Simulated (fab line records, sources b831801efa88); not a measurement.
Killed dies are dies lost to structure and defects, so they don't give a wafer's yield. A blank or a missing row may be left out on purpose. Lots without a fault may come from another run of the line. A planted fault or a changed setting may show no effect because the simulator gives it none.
Split-lot experiment | flow sky130 | 5 lots, 23 wafers read, on a route of 708 steps

THE SPLIT
At SKY_VIA4_HDPCVD_00 (deposits SiO2, target thk 1750 nm, time 291.7 s), the setting sih4_flow_sccm was moved away from the recipe's 60 sccm on 9 of the 23 wafers read, by -5.3% to +14.8%. The other wafers ran this setting at the recipe's value.

The file shows no step between the split and the reading.

THE READING
VIA4_HDPCVD_THK, in nm, at SKY_VIA4_THK_MEAS_01. Fault-free wafers of this fab line usually give 1752 nm, standard deviation 15 nm.

wafer  | tool, chamber at the split | sih4_flow_sccm as run, sccm | against the recipe | VIA4_HDPCVD_THK, nm | against lot-mates on the recipe
L076.2 | hdpcvd-01, 1               | 60                          | recipe             | 1751                | -
L076.3 | hdpcvd-01, 2               | 60                          | recipe             | 1767                | -
L076.4 | hdpcvd-01, 1               | 60                          | recipe             | 1771                | -
L080.1 | hdpcvd-02, 1               | 68.91                       | +14.8%             | 2001                | +265
L080.2 | hdpcvd-02, 0               | 68.91                       | +14.8%             | 2011                | +275
L080.3 | hdpcvd-02, 2               | 60                          | recipe             | 1735                | -
L080.4 | hdpcvd-02, 2               | 60                          | recipe             | 1748                | -
L080.6 | hdpcvd-02, 0               | 60                          | recipe             | 1726                | -
L081.1 | hdpcvd-02, 1               | 60                          | recipe             | 1757                | -
L081.2 | hdpcvd-02, 2               | 63.01                       | +5.0%              | 1851                | +97
L081.3 | hdpcvd-02, 0               | 63.01                       | +5.0%              | 1823                | +69
L081.4 | hdpcvd-02, 0               | 60                          | recipe             | 1751                | -
L081.5 | hdpcvd-02, 2               | 63.01                       | +5.0%              | 1859                | +105
L083.2 | hdpcvd-02, 0,2             | 60                          | recipe             | 1768                | -
L083.3 | hdpcvd-02, 1               | 60                          | recipe             | 1757                | -
L083.4 | hdpcvd-02, 0,2             | 60                          | recipe             | 1776                | -
L083.5 | hdpcvd-02, 0               | 67.85                       | +13.1%             | 1965                | +198
L083.6 | hdpcvd-02, 1               | 67.85                       | +13.1%             | 1998                | +231
L082.1 | hdpcvd-02, 2               | 60                          | recipe             | 1758                | -
L082.2 | hdpcvd-02, 0               | 60                          | recipe             | 1743                | -
L082.3 | hdpcvd-02, 1               | 56.81                       | -5.3%              | 1669                | -79
L082.4 | hdpcvd-02, 1               | 56.81                       | -5.3%              | 1678                | -70
L082.6 | hdpcvd-02, 2               | 60                          | recipe             | 1743                | -
Where a row lists several chambers, the file gives one row for several wafers and doesn't say which wafer went through which chamber.

THE FIT
A straight line over all 23 wafers: VIA4_HDPCVD_THK changes by +17 nm for each +1% of sih4_flow_sccm; r = +0.99; the points scatter about the line by 14 nm.
The same after taking each lot's own level away (the mean of its wafers on the recipe; 23 wafers): +17.1 nm for each +1%; r = +0.99; scatter 12 nm.
On that fit, the largest move of sih4_flow_sccm shifts the reading by 2.5e+02 nm.
The lots' own levels span 1736.3 to 1767.0 nm, that is 2.0 times the standard deviation above.
So the lot-to-lot level changes the slope little: the two slopes agree.
Check: with one of the wafers moved furthest among these (+14.8%) left out of the fit, the line predicts +253 nm for it against its lot-mates. It came out at +265 nm against them.

OTHER SPLITS ON THESE WAFERS
These wafers also went through other splits before the reading. Each is held against what the fit with the lots' levels taken away leaves over:
other split on the same wafers          | wafers away from the commonest value | r with VIA4_HDPCVD_THK (lot level and that fit taken away)
SKY_METAL3_EXPOSE_10 dose_mj            | 8                                    | -0.14
SKY_VIA3_HDPCVD_00 time_s               | 6                                    | +0.41
SKY_VIA3_SPUTTER_20 chamber_pressure_pa | 10                                   | +0.14
SKY_METAL4_SPUTTER_00 time_s            | 6                                    | +0.03
SKY_CAP2M_EXPOSE_09 dose_mj             | 11                                   | -0.04
SKY_CAP2M_DEVELOP_11 develop_time_s     | 11                                   | -0.44

THE WHOLE CHAIN: every reading that the file lists as answering this split, in the file's order
step                 | what it does                                    | reading                                                                        | change (the file's fit)              | r (the file's)
SKY_VIA4_HDPCVD_00   | deposits SiO2, target thk 1750 nm, time 291.7 s | SiO2_of_VIA4_HDPCVD_00.thk_nm (the simulator's own value, which no gauge read) | +17.9 nm for each +1% of the setting | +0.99
SKY_VIA4_THK_MEAS_01 |                                                 | VIA4_HDPCVD_THK                                                                | +17.2 for each +1% of the setting    | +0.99

THE FILE'S OWN FIT
VIA4_HDPCVD_THK changes by +17.2 nm for each +1% of sih4_flow_sccm, r = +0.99.
